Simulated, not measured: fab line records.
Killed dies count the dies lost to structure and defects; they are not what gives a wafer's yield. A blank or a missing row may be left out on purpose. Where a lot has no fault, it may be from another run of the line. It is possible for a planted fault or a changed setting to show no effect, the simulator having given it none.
fab line records	flow gf180mcu
record lots=11	wafers=33	lastDay=34
route steps=602 shown CONTACT@310 M1@315 V1@340
lots that met no fault: from a run of the same line without faults
startH: hours from the record's opening day to when the first of the lot's shown wafers began	waitH: how many hours have passed since the lot's step before this one	" repeats the value in the row above	L1.1+2: a single row standing in for several wafers	- value missing, or start not given	* or withheld: withheld	< > ~ a bound
route shown NAME@n: a module of which the file shows steps, and the number in the route of the first	usual: the fault-free wafers' mean and standard deviation	same: alike in all rows	chamber/n: place in a boat	sites: the reading at each site	_std_site: the standard deviation of these	_edge_site: outer sites' mean less inner sites'	radiusMm: for every site, how far away it sits from the centre of the wafer	mask NAME#n: copy n	behind: tool/chamber where the wafer was last shaped	hold: why the lot went on hold/how many hours it stayed there/how the hold came to an end	device: transistor that didn't switch, given as n, p or np	end of line: the same wafers' tests at the end of the route	step lacking rows: just its recipe	killed: not the wafer's yield, but the dies lost to structure and defects at the first sort	map: dies across one wafer; x = killed, . = not, _ = none there
set.NAME: the setting that was run; set.NAME@STEP: the one run at that earlier step	model.NAME: the simulator's own value behind a step, which no gauge read
steps of the route over a sample of lots; a table a step, a row a wafer
services: the hour from which a tool's chamber was out of use, counted from the record's first day as startH (under 0 if before that day), plus the number of hours and why
## steps
# step GF_CONTACT_SPUTTER_23
# recipe material=TiN	targetThkNm=10	chamberPressurePa=5	powerW=4000	timeS=40
# usual throttleValvePct=30.0/1.5
# same timeS=40
lot.wafer	tool	chamber	startH	waitH	throttleValvePct
L969.1	pvdSputter-02	-	369.80	0.0	28.4
L969.3	"	-	"	"	33.0
L969.5	"	-	"	"	31.1
L970.2	pvdSputter-04	-	376.80	0.0	29.2
L970.5	"	-	"	"	28.0
L970.6	"	-	"	"	29.9
L972.2	pvdSputter-02	-	395.89	0.0	32.1
L972.3	"	-	"	"	31.1
L972.5	"	-	"	"	31.1
L974.2	pvdSputter-01	-	414.84	0.0	30.2
L974.5	"	-	"	"	28.9
L974.6	"	-	"	"	30.1
L976.1	pvdSputter-04	-	430.73	0.0	30.0
L976.2	"	-	"	"	31.5
L976.5	"	-	"	"	28.1
L977.1	pvdSputter-04	-	439.35	0.0	29.4
L977.2	"	-	"	"	30.1
L977.3	"	-	"	"	31.5
L979.2	pvdSputter-04	-	463.14	0.0	28.2
L979.3	"	-	"	"	31.8
L979.5	"	-	"	"	29.1
L980.1	pvdSputter-01	-	467.43	0.0	27.9
L980.3	"	-	"	"	30.1
L980.6	"	-	"	"	29.1
L989.1	pvdSputter-04	-	545.50	0.0	28.1
L989.3	"	-	"	"	30.0
L989.4	"	-	"	"	31.4
L988.1	pvdSputter-02	-	547.89	0.0	31.2
L988.5	"	-	"	"	28.4
L988.6	"	-	"	"	31.9
L991.3	pvdSputter-01	-	557.05	0.0	30.6
L991.4	"	-	"	"	28.0
L991.6	"	-	"	"	30.5
# step GF_M1_SPUTTER_00
# recipe material=Ti	targetThkNm=37.5	arrivingIonEnergyEv=80	substrateTempC=200	chamberPressurePa=2	powerW=4000	timeS=150
# usual substrateTempC=200.03/0.16	throttleValvePct=29.9/1.5
lot.wafer	tool	chamber	startH	waitH	substrateTempC	throttleValvePct
L969.1	pvdSputter-01	-	370.41	0.1	199.95	30.2
L969.3	"	-	"	"	200.17	30.5
L969.5	"	-	"	"	200.05	30.7
L970.2	pvdSputter-02	-	377.52	0.2	200.05	32.0
L970.5	"	-	"	"	199.97	32.0
L970.6	"	-	"	"	199.60	28.3
L972.2	pvdSputter-03	-	396.51	0.1	199.96	28.7
L972.3	"	-	"	"	199.95	30.7
L972.5	"	-	"	"	200.08	30.6
L974.2	pvdSputter-01	-	415.73	0.1	199.90	28.9
L974.5	"	-	"	"	200.04	30.6
L974.6	"	-	"	"	200.01	28.8
L976.1	pvdSputter-02	-	431.35	0.1	200.02	28.5
L976.2	"	-	"	"	199.98	33.2
L976.5	"	-	"	"	199.83	28.5
L977.1	pvdSputter-02	-	439.97	0.2	200.06	33.4
L977.2	"	-	"	"	200.06	32.0
L977.3	"	-	"	"	200.11	28.5
L979.2	pvdSputter-02	-	463.76	0.2	200.24	31.8
L979.3	"	-	"	"	199.95	31.3
L979.5	"	-	"	"	200.12	28.5
L980.1	pvdSputter-02	-	468.10	0.1	199.95	32.0
L980.3	"	-	"	"	199.87	33.3
L980.6	"	-	"	"	200.01	28.4
L989.1	pvdSputter-01	-	546.12	0.2	200.01	28.9
L989.3	"	-	"	"	199.91	30.2
L989.4	"	-	"	"	200.10	28.1
L988.1	pvdSputter-01	-	548.51	0.1	199.52	30.2
L988.5	"	-	"	"	199.73	30.0
L988.6	"	-	"	"	200.22	28.0
L991.3	pvdSputter-02	-	557.67	0.2	200.04	31.5
L991.4	"	-	"	"	200.02	33.4
L991.6	"	-	"	"	200.02	28.3
# step GF_M1_METAL_ETCH_16
# recipe chemistry=Cl2/BCl3	maskMaterial=KrF	targetDepthNm=627.5	stopOn=SiO2	pressureMtorr=8	icpW=800	biasW=140	Cl2_flow_sccm=80	bcl3FlowSccm=40	timeS=104.6
# usual drypumpMotorCurrentA=6.0/0.4	oesProductAu=0.972/0.0063	rfFwdPowerW=797/3	throttleValvePct=28.251/0.0094
# same timeS=104.6
lot.wafer	tool	chamber	startH	waitH	drypumpMotorCurrentA	oesProductAu	rfFwdPowerW	rfHoursCounterH	throttleValvePct
L969.1	rieMetal-04	1	393.11	0.0	6.1	0.970	796	6	28.237
L969.3	"	1	"	"	6.1	0.973	794	-	28.244
L969.5	"	1	"	"	6.1	0.986	795	-	28.252
L970.2	rieMetal-04	0	400.76	0.0	6.3	0.973	798	0	28.254
L970.5	"	0	"	"	6.3	0.980	794	-	28.248
L970.6	"	1	"	"	6.1	0.966	793	-	28.256
L972.2	rieMetal-01	1	420.66	0.1	5.1	0.964	801	-	28.261
L972.3	"	1	"	"	5.1	0.964	801	-	28.259
L972.5	"	1	"	"	5.0	0.964	797	-	28.259
L974.2	rieMetal-01	0	440.36	0.1	6.2	0.973	804	-	28.242
L974.5	"	0	"	"	6.2	0.983	802	-	28.248
L974.6	"	0	"	"	6.1	0.972	803	-	28.248
L976.1	rieMetal-04	0	456.42	0.0	6.3	0.970	798	2	28.247
L976.2	"	1	"	"	6.1	0.972	791	8	28.246
L976.5	"	1	"	"	6.1	0.977	792	-	28.262
L977.1	rieMetal-01	1	464.47	0.0	5.0	0.969	797	10	28.265
L977.2	"	0	"	"	6.2	0.968	800	1	28.257
L977.3	"	1	"	"	5.0	0.969	798	-	28.254
L979.2	rieMetal-04	1	488.07	0.0	6.1	0.995	798	8	28.228
L979.3	"	1	"	"	6.1	0.971	791	-	28.254
L979.5	"	0	"	"	6.3	0.968	799	-	28.252
L980.1	rieMetal-01	1	492.12	0.0	5.0	0.971	796	10	28.244
L980.3	"	0	"	"	6.2	0.978	793	-	28.250
L980.6	"	1	"	"	5.0	0.991	796	-	28.218
L989.1	rieMetal-04	0	568.71	0.0	6.3	0.970	798	4	28.255
L989.3	"	1	"	"	6.1	0.961	793	-	28.244
L989.4	"	0	"	"	6.3	0.977	795	-	28.242
L988.1	rieMetal-02	1	570.71	0.0	6.1	0.978	792	10	28.249
L988.5	"	1	"	"	6.1	0.983	792	-	28.250
L988.6	"	1	"	"	6.1	0.972	793	-	28.247
L991.3	rieMetal-04	1	580.06	0.1	6.1	0.960	798	-	28.258
L991.4	"	0	"	"	6.3	0.966	797	-	28.266
L991.6	"	1	"	"	6.1	0.977	799	-	28.269
# step GF_V1_BOW_MEAS_05
# recipe mode=bow
# usual V1_BOW=83/7.9
lot.wafer	tool	chamber	startH	waitH	V1_BOW[um]
L969.1	filmMetro-02	-	394.32	0.1	83
L969.3	"	-	"	"	92
L969.5	"	-	"	"	88
L970.2	filmMetro-02	-	402.49	0.3	83
L970.5	"	-	"	"	89
L970.6	"	-	"	"	92
L972.2	filmMetro-01	-	421.96	0.3	76
L972.3	"	-	"	"	88
L972.5	"	-	"	"	92
L974.2	filmMetro-04	-	441.66	0.2	68
L974.5	"	-	"	"	75
L974.6	"	-	"	"	83
L976.1	filmMetro-01	-	457.66	0.1	87
L976.2	"	-	"	"	84
L976.5	"	-	"	"	85
L977.1	filmMetro-02	-	465.76	0.1	85
L977.2	"	-	"	"	80
L977.3	"	-	"	"	69
L979.2	filmMetro-01	-	489.30	0.1	92
L979.3	"	-	"	"	83
L979.5	"	-	"	"	90
L980.1	filmMetro-04	-	493.47	0.2	72
L980.3	"	-	"	"	72
L980.6	"	-	"	"	75
L989.1	filmMetro-01	-	569.91	0.1	72
L989.3	"	-	"	"	73
L989.4	"	-	"	"	83
L988.1	filmMetro-01	-	572.03	0.1	79
L988.5	"	-	"	"	84
L988.6	"	-	"	"	107
L991.3	filmMetro-01	-	581.27	0.1	84
L991.4	"	-	"	"	77
L991.6	"	-	"	"	81
# step GF_V1_ETCH_16
# recipe chemistry=N2/H2	targetDepthA=withheld	overetchA=withheld	timeS=withheld	target=BARC	ionEnergyEv=200	sourceW=500	biasW=100	pressureMtorr=30	n2FlowSccm=100	h2FlowSccm=200
# usual drypumpMotorCurrentA=5.6/0.42	oesProductAu=0.854/0.0047	rfFwdPowerW=495.1/2.1	throttleValvePct=13.225/0.0092
lot.wafer	tool	chamber	startH	waitH	drypumpMotorCurrentA	oesProductAu	rfFwdPowerW	throttleValvePct
L969.1	rieDiel-02	1	417.17	0.0	5.7	0.853	495.9	13.238
L969.3	"	3	"	"	5.7	0.859	493.2	13.246
L969.5	"	3	"	"	5.7	0.854	495.1	13.217
L970.2	rieDiel-04	1	426.52	0.0	4.9	0.850	492.8	13.230
L970.5	"	0	"	"	5.7	0.856	492.6	13.220
L970.6	"	3	"	"	5.4	0.850	494.7	13.227
L972.2	rieDiel-02	2	446.51	0.0	5.0	0.850	495.0	13.228
L972.3	"	1	"	"	5.7	0.864	495.3	13.238
L972.5	"	3	"	"	5.7	0.849	490.9	13.222
L974.2	rieDiel-04	3	466.52	0.0	5.4	0.854	496.4	13.229
L974.5	"	0	"	"	5.7	0.861	491.8	13.225
L974.6	"	1	"	"	4.9	0.860	495.1	13.216
L976.1	rieDiel-04	1	481.87	0.0	4.8	0.853	495.4	13.217
L976.2	"	2	"	"	5.8	0.857	498.6	13.221
L976.5	"	3	"	"	5.4	0.847	498.7	13.238
L977.1	rieDiel-02	3	490.11	0.0	5.7	0.852	492.8	13.219
L977.2	"	0	"	"	6.3	0.847	494.4	13.211
L977.3	"	2	"	"	5.0	0.856	495.5	13.223
L979.2	rieDiel-03	3	512.96	0.0	5.8	0.859	496.0	13.231
L979.3	"	0	"	"	5.9	0.848	495.2	13.239
L979.5	"	2	"	"	6.0	0.854	495.2	13.214
L980.1	rieDiel-04	0	516.51	0.0	5.7	0.848	491.7	13.217
L980.3	"	2	"	"	5.8	0.851	496.2	13.217
L980.6	"	1	"	"	4.8	0.848	489.6	13.222
L989.1	rieDiel-02	1	591.77	0.0	5.7	0.851	495.7	13.220
L989.3	"	2	"	"	5.0	0.852	493.9	13.232
L989.4	"	0	"	"	6.4	0.858	497.4	13.226
L988.1	rieDiel-02	2	593.97	0.0	5.0	0.851	494.7	13.229
L988.5	"	3	"	"	5.7	0.847	494.4	13.226
L988.6	"	2	"	"	5.0	0.858	497.1	13.228
L991.3	rieDiel-02	1	603.12	0.0	5.7	0.858	495.7	13.243
L991.4	"	0	"	"	6.3	0.857	496.9	13.246
L991.6	"	0	"	"	6.4	0.856	495.3	13.227
## services
tool	chamber	startH	hours	kind
rieDiel-03	-	356.74	28.1	pm
rieDiel-04	1	361.49	1.4	repair
rieDiel-02	1	388.81	9.1	repair
pvdSputter-01	-	397.78	2.1	repair
rieDiel-02	2	413.10	12.0	repair
rieMetal-04	1	417.30	4.5	repair
rieDiel-04	3	418.85	3.0	repair
rieDiel-03	-	420.91	4.0	pm
rieMetal-01	1	424.96	16.3	repair
pvdSputter-01	-	427.50	3.6	repair
pvdSputter-04	-	442.16	6.1	repair
rieDiel-04	-	448.99	1.5	repair
rieDiel-03	-	453.59	0.9	repair
rieDiel-04	3	453.95	3.9	repair
rieDiel-02	2	460.60	2.4	repair
pvdSputter-04	-	465.39	3.2	repair
rieDiel-03	3	473.10	11.4	repair
pvdSputter-04	-	473.15	0.6	repair
rieDiel-03	1	479.00	8.5	repair
rieMetal-01	-	522.20	2.8	pm
rieMetal-01	1	526.49	6.4	repair
pvdSputter-02	-	537.92	3.6	repair
rieMetal-01	-	544.60	0.6	repair
rieDiel-04	-	589.79	3.0	repair
## key
firstSign step=GF_M1_METAL_ETCH_16	reading=oesProductAu	direction=up	sigmas=3.3	usual=0.972	struck=0.993
effect none on later readings
metAt GF_M1_SPUTTER_00
struckLots L979,L980
struckWafers L979.2,L980.6
notActingAt GF_CONTACT_SPUTTER_23,GF_V1_BOW_MEAS_05,GF_V1_ETCH_16
onsetBetween 439.97 463.76
fault kind=processParameterDrift	tool=pvdSputter-02	chamber=-	onsetH=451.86	steps=GF_M1_SPUTTER_00	channel=targetThkNm	offset=33.056	shape=step	endH=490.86	scope=struckWafersOnly	actsIn=theseRecipesOnly	stated=37.5
